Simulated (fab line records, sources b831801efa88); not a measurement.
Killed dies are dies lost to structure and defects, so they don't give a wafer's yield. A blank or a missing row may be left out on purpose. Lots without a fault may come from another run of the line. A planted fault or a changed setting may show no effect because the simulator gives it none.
Chamber matching | flow sky130 | SKY_FIELD_ISO_ETCH_17 on rie_si-02: 4 sister chambers
The step etches Si in HBr/Cl2/O2, target depth 342 nm, time 97.7 s. 8 wafers are shown with their chamber, then 8 later ones without.

WAFERS WITH THEIR CHAMBER
wafer  | chamber | oes_product_au (a.u.) | throttle_valve_pct (%)
L745.4 | 3       | 1.001                 | 25.656
L750.6 | 1       | 0.997                 | 25.649
L751.1 | 2       | 1.001                 | 25.648
L751.2 | 3       | 1.004                 | 25.646
L756.1 | 2       | 1.012                 | 25.662
L756.5 | 1       | 0.992                 | 25.649
L756.6 | 0       | 1.008                 | 25.658
L757.1 | 0       | 0.990                 | 25.649

WAFERS WITHOUT THEIR CHAMBER
wafer  | oes_product_au (a.u.) | throttle_valve_pct (%)
L757.3 | 0.999                 | 25.646
L757.6 | 0.998                 | 25.653
L758.2 | 1.005                 | 25.642
L758.4 | 1.014                 | 25.645
L758.6 | 1.007                 | 25.649
L762.2 | 1.006                 | 25.655
L762.4 | 0.997                 | 25.658
L762.6 | 1.001                 | 25.654

WHICH CHAMBER EACH WENT THROUGH
wafer  | from the rows above               | in truth
L757.3 | can't be placed: 1 or 3 or 0 or 2 | 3
L757.6 | can't be placed: 0 or 3 or 1 or 2 | 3
L758.2 | can't be placed: 3 or 1 or 0 or 2 | 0
L758.4 | can't be placed: 3 or 2 or 0 or 1 | 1
L758.6 | can't be placed: 3 or 2 or 0 or 1 | 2
L762.2 | can't be placed: 2 or 3 or 0 or 1 | 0
L762.4 | can't be placed: 0 or 3 or 2 or 1 | 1
L762.6 | can't be placed: 0 or 3 or 2 or 1 | 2
Placed correctly: 0 of 8. Can't be placed from these rows: 8 (the true chamber is among the candidates in 8). Placed wrongly: 0.
How it was worked out, from the rows above alone: a wafer's distance from a chamber is the root of the sum, over the readings, of the square of ((its reading less the chamber's mean) divided by the reading's scatter). The wafer belongs to the nearest chamber; if the next one is less than 2 further off, it can't be placed. A chamber's mean is the mean of its shown wafers. The scatter: the root of (the sum of the squares of (reading less its chamber's mean) over the shown wafers, divided by (wafers less chambers)).
